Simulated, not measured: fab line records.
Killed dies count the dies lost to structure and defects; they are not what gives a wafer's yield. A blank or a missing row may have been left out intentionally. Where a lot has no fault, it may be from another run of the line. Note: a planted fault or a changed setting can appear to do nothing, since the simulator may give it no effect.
Which tool was responsible? / flow sky130 / 10 lots with 30 wafers sampled at 6 steps, on a route of 708 steps

== WHAT EACH GAUGE READ, for each wafer ==
SKY_METAL4_CD_MEAS_13: target cd 300 nm.
lot=L606; measured=day 42 09:02; on=cd_sem-01; cd_nm (nm)=301.4 300.4 300.2
lot=L607; measured=day 42 12:52; on=cd_sem-01; cd_nm (nm)=298.8 299.5 299.4
lot=L609; measured=day 43 05:08; on=cd_sem-02; cd_nm (nm)=300.8 300.4 301.0
lot=L612; measured=day 43 21:38; on=cd_sem-02; cd_nm (nm)=299.9 300.6 298.9
lot=L617; measured=day 45 06:26; on=cd_sem-02; cd_nm (nm)=300.2 300.9 299.9
lot=L618; measured=day 45 13:52; on=cd_sem-01; cd_nm (nm)=298.5 297.8 300.2
lot=L619; measured=day 45 19:10; on=cd_sem-01; cd_nm (nm)=298.5 298.5 298.6
lot=L621; measured=day 46 06:31; on=cd_sem-02; cd_nm (nm)=301.9 300.7 300.8
lot=L625; measured=day 47 06:44; on=cd_sem-02; cd_nm (nm)=299.7 300.1 298.8
lot=L626; measured=day 47 10:34; on=cd_sem-02; cd_nm (nm)=301.1 300.1 300.1

SKY_METAL5_RS_MEAS_05: the measuring method here is four-point-probe.
lot=L606; measured=day 43 10:58; on=film_metro-02; METAL5_ALCU_RS (ohm/sq)=0.02709 0.02756 0.02771
lot=L607; measured=day 43 15:28; on=film_metro-01; METAL5_ALCU_RS (ohm/sq)=0.02732 0.02732 0.02756
lot=L609; measured=day 44 06:36; on=film_metro-01; METAL5_ALCU_RS (ohm/sq)=0.02786 0.02729 0.02748
lot=L612; measured=day 44 22:35; on=film_metro-01; METAL5_ALCU_RS (ohm/sq)=0.02687 0.02695 0.0266
lot=L617; measured=day 46 07:13; on=film_metro-02; METAL5_ALCU_RS (ohm/sq)=0.02709 0.03292 0.02732
lot=L618; measured=day 46 15:01; on=film_metro-02; METAL5_ALCU_RS (ohm/sq)=0.02664 0.02645 0.02677
lot=L619; measured=day 46 19:07; on=film_metro-03; METAL5_ALCU_RS (ohm/sq)=0.03352 0.03344 0.02711
lot=L621; measured=day 47 05:49; on=film_metro-01; METAL5_ALCU_RS (ohm/sq)=0.03364 0.03315 0.03283
lot=L625; measured=day 48 05:28; on=film_metro-03; METAL5_ALCU_RS (ohm/sq)=0.02747 0.02694 0.02737
lot=L626; measured=day 48 10:36; on=film_metro-03; METAL5_ALCU_RS (ohm/sq)=0.02683 0.02699 0.02686

SKY_METAL5_THK_MEAS_06: measures by xrf.
lot=L606; measured=day 43 11:04; on=film_metro-02; METAL5_ALCU_THK (nm)=1133 1118 1108
lot=L607; measured=day 43 15:35; on=film_metro-01; METAL5_ALCU_THK (nm)=1120 1131 1112
lot=L609; measured=day 44 06:43; on=film_metro-01; METAL5_ALCU_THK (nm)=1110 1129 1119
lot=L612; measured=day 44 22:43; on=film_metro-01; METAL5_ALCU_THK (nm)=1151 1143 1157
lot=L617; measured=day 46 07:20; on=film_metro-02; METAL5_ALCU_THK (nm)=1143 935 1123
lot=L618; measured=day 46 15:08; on=film_metro-02; METAL5_ALCU_THK (nm)=1157 1158 1148
lot=L619; measured=day 46 19:13; on=film_metro-03; METAL5_ALCU_THK (nm)=915 919 1143
lot=L621; measured=day 47 05:55; on=film_metro-01; METAL5_ALCU_THK (nm)=914 928 941
lot=L625; measured=day 48 05:35; on=film_metro-03; METAL5_ALCU_THK (nm)=1124 1141 1128
lot=L626; measured=day 48 10:43; on=film_metro-03; METAL5_ALCU_THK (nm)=1147 1141 1144

== WHAT TOOL EACH LOT RAN ON (gives the tool, then ch and the chambers of the sampled wafers, and finally the start) ==
lot=L606; SKY_METAL4_ETCH_16=rie_metal-02 ch 0,1, day 42 09:13; SKY_METAL5_SPUTTER_02=pvd_sputter-02, day 43 10:48; SKY_METAL5_SPUTTER_04=pvd_sputter-02, day 43 10:52
lot=L607; SKY_METAL4_ETCH_16=rie_metal-04 ch 1, day 42 13:05; SKY_METAL5_SPUTTER_02=pvd_sputter-04, day 43 15:20; SKY_METAL5_SPUTTER_04=pvd_sputter-04, day 43 15:25
lot=L609; SKY_METAL4_ETCH_16=rie_metal-01 ch 0,1, day 43 05:19; SKY_METAL5_SPUTTER_02=pvd_sputter-04, day 44 06:29; SKY_METAL5_SPUTTER_04=pvd_sputter-04, day 44 06:33
lot=L612; SKY_METAL4_ETCH_16=rie_metal-04 ch 0,1, day 43 21:49; SKY_METAL5_SPUTTER_02=pvd_sputter-04, day 44 22:28; SKY_METAL5_SPUTTER_04=pvd_sputter-04, day 44 22:32
lot=L617; SKY_METAL4_ETCH_16=rie_metal-01 ch 0,1, day 45 06:37; SKY_METAL5_SPUTTER_02=pvd_sputter-04, day 46 07:06; SKY_METAL5_SPUTTER_04=pvd_sputter-04, day 46 07:10
lot=L618; SKY_METAL4_ETCH_16=rie_metal-04 ch 0,1, day 45 14:01; SKY_METAL5_SPUTTER_02=pvd_sputter-02, day 46 14:53; SKY_METAL5_SPUTTER_04=pvd_sputter-02, day 46 14:57
lot=L619; SKY_METAL4_ETCH_16=rie_metal-01 ch 0,1, day 45 19:20; SKY_METAL5_SPUTTER_02=pvd_sputter-04, day 46 18:58; SKY_METAL5_SPUTTER_04=pvd_sputter-04, day 46 19:02
lot=L621; SKY_METAL4_ETCH_16=rie_metal-01 ch 1, day 46 06:40; SKY_METAL5_SPUTTER_02=pvd_sputter-04, day 47 05:40; SKY_METAL5_SPUTTER_04=pvd_sputter-04, day 47 05:44
lot=L625; SKY_METAL4_ETCH_16=rie_metal-04 ch 0,1, day 47 06:55; SKY_METAL5_SPUTTER_02=pvd_sputter-03, day 48 05:20; SKY_METAL5_SPUTTER_04=pvd_sputter-03, day 48 05:25
lot=L626; SKY_METAL4_ETCH_16=rie_metal-01 ch 0,1, day 47 10:45; SKY_METAL5_SPUTTER_02=pvd_sputter-03, day 48 10:29; SKY_METAL5_SPUTTER_04=pvd_sputter-03, day 48 10:33
- SKY_METAL4_ETCH_16: etches BARC in N2/H2, stops on SiO2, time 88.2 s, target depth 60 nm.
- SKY_METAL5_SPUTTER_02: material AlCu, target thk 1150 nm, time 61.2 s.
- SKY_METAL5_SPUTTER_04: material TiN, target thk 70 nm, time 58.3 s.

== AS READ BY THE TOOLS THEMSELVES (means over the sampled wafers that have a number; for cases with no such wafer, the mark the record gives instead) ==
SKY_METAL4_ETCH_16.
lot=L606; tool=rie_metal-02; drypump_motor_current_A (A)=5.8; h2_flow_sccm (sccm)=199.6; oes_product_au (a.u.)=0.631; throttle_valve_pct (%)=13.197
lot=L607; tool=rie_metal-04; drypump_motor_current_A (A)=5.6; h2_flow_sccm (sccm)=199.9; oes_product_au (a.u.)=0.622; throttle_valve_pct (%)=13.200
lot=L609; tool=rie_metal-01; drypump_motor_current_A (A)=5.3; h2_flow_sccm (sccm)=199.7; oes_product_au (a.u.)=0.624; throttle_valve_pct (%)=13.206
lot=L612; tool=rie_metal-04; drypump_motor_current_A (A)=5.2; h2_flow_sccm (sccm)=200.1; oes_product_au (a.u.)=0.627; throttle_valve_pct (%)=13.206
lot=L617; tool=rie_metal-01; drypump_motor_current_A (A)=5.6; h2_flow_sccm (sccm)=199.1; oes_product_au (a.u.)=0.623; throttle_valve_pct (%)=13.205
lot=L618; tool=rie_metal-04; drypump_motor_current_A (A)=5.2; h2_flow_sccm (sccm)=200.6; oes_product_au (a.u.)=0.625; throttle_valve_pct (%)=13.206
lot=L619; tool=rie_metal-01; drypump_motor_current_A (A)=5.3; h2_flow_sccm (sccm)=199.5; oes_product_au (a.u.)=0.625; throttle_valve_pct (%)=13.211
lot=L621; tool=rie_metal-01; drypump_motor_current_A (A)=5.1; h2_flow_sccm (sccm)=199.4; oes_product_au (a.u.)=0.625; throttle_valve_pct (%)=13.206
lot=L625; tool=rie_metal-04; drypump_motor_current_A (A)=5.2; h2_flow_sccm (sccm)=199.9; oes_product_au (a.u.)=0.621; throttle_valve_pct (%)=13.201
lot=L626; tool=rie_metal-01; drypump_motor_current_A (A)=5.4; h2_flow_sccm (sccm)=199.7; oes_product_au (a.u.)=0.625; throttle_valve_pct (%)=13.200

SKY_METAL5_SPUTTER_02.
lot=L606; tool=pvd_sputter-02; cathode_dc_power_W (W)=10600; throttle_valve_pct (%)=29.0
lot=L607; tool=pvd_sputter-04; cathode_dc_power_W (W)=10602; throttle_valve_pct (%)=30.6
lot=L609; tool=pvd_sputter-04; cathode_dc_power_W (W)=10599; throttle_valve_pct (%)=30.6
lot=L612; tool=pvd_sputter-04; cathode_dc_power_W (W)=10601; throttle_valve_pct (%)=30.3
lot=L617; tool=pvd_sputter-04; cathode_dc_power_W (W)=10600; throttle_valve_pct (%)=30.3
lot=L618; tool=pvd_sputter-02; cathode_dc_power_W (W)=10599; throttle_valve_pct (%)=29.2
lot=L619; tool=pvd_sputter-04; cathode_dc_power_W (W)=10601; throttle_valve_pct (%)=29.6
lot=L621; tool=pvd_sputter-04; cathode_dc_power_W (W)=10599; throttle_valve_pct (%)=30.0
lot=L625; tool=pvd_sputter-03; cathode_dc_power_W (W)=10601; throttle_valve_pct (%)=29.7
lot=L626; tool=pvd_sputter-03; cathode_dc_power_W (W)=10600; throttle_valve_pct (%)=29.9

SKY_METAL5_SPUTTER_04.
lot=L606; tool=pvd_sputter-02; cathode_dc_power_W (W)=6500.0; throttle_valve_pct (%)=29.0
lot=L607; tool=pvd_sputter-04; cathode_dc_power_W (W)=6499.5; throttle_valve_pct (%)=30.5
lot=L609; tool=pvd_sputter-04; cathode_dc_power_W (W)=6500.0; throttle_valve_pct (%)=30.5
lot=L612; tool=pvd_sputter-04; cathode_dc_power_W (W)=6499.2; throttle_valve_pct (%)=30.3
lot=L617; tool=pvd_sputter-04; cathode_dc_power_W (W)=6501.4; throttle_valve_pct (%)=30.2
lot=L618; tool=pvd_sputter-02; cathode_dc_power_W (W)=6500.4; throttle_valve_pct (%)=29.1
lot=L619; tool=pvd_sputter-04; cathode_dc_power_W (W)=6500.7; throttle_valve_pct (%)=29.6
lot=L621; tool=pvd_sputter-04; cathode_dc_power_W (W)=6499.3; throttle_valve_pct (%)=30.0
lot=L625; tool=pvd_sputter-03; cathode_dc_power_W (W)=6499.7; throttle_valve_pct (%)=29.5
lot=L626; tool=pvd_sputter-03; cathode_dc_power_W (W)=6500.3; throttle_valve_pct (%)=29.9

== THE ANSWER, worked out from the rows above alone ==
Rule: the lots themselves supply what counts as usual. Put in order of their means at a reading, lots are off if they are a third of the lots or fewer, leave a main group of 4 or more, and stand apart from it by a gap of 3 or more times the standard deviation of the main group's means; of several such gaps the widest counts. Not used: any main group whose means are identical at the precision the tables above print for the reading. A lot without any number at a reading at which 4 lots or more have one is off too. Where the step has rows for the other lots, those lots are counted as sound. After the gauges, taken in route order, come the tools' own readings; for these a lot's mean is taken, as printed above. The first step at which some lot is off is used, and at that step the reading that is off furthest; a lot without a number counts as furthest.
Off: L617, L619, L621, at SKY_METAL5_RS_MEAS_05 (METAL5_ALCU_RS). Mean 0.02714 ohm/sq and standard deviation 0.00033 in the main group.
If a tool, at a process step before that reading, ran all the lots that are off and no sound lot after the first of them, it fits. The gauges at SKY_METAL5_RS_MEAS_05 are tried like those tools. One fits: pvd_sputter-04 at SKY_METAL5_SPUTTER_02 and SKY_METAL5_SPUTTER_04. At SKY_METAL5_SPUTTER_02 its last sound lot is L612 (day 44 22:28), its first lot that is off L617 (day 46 07:06): a fault that began between those two fits.

== WHAT WAS PUT IN BY THE SIMULATOR ==
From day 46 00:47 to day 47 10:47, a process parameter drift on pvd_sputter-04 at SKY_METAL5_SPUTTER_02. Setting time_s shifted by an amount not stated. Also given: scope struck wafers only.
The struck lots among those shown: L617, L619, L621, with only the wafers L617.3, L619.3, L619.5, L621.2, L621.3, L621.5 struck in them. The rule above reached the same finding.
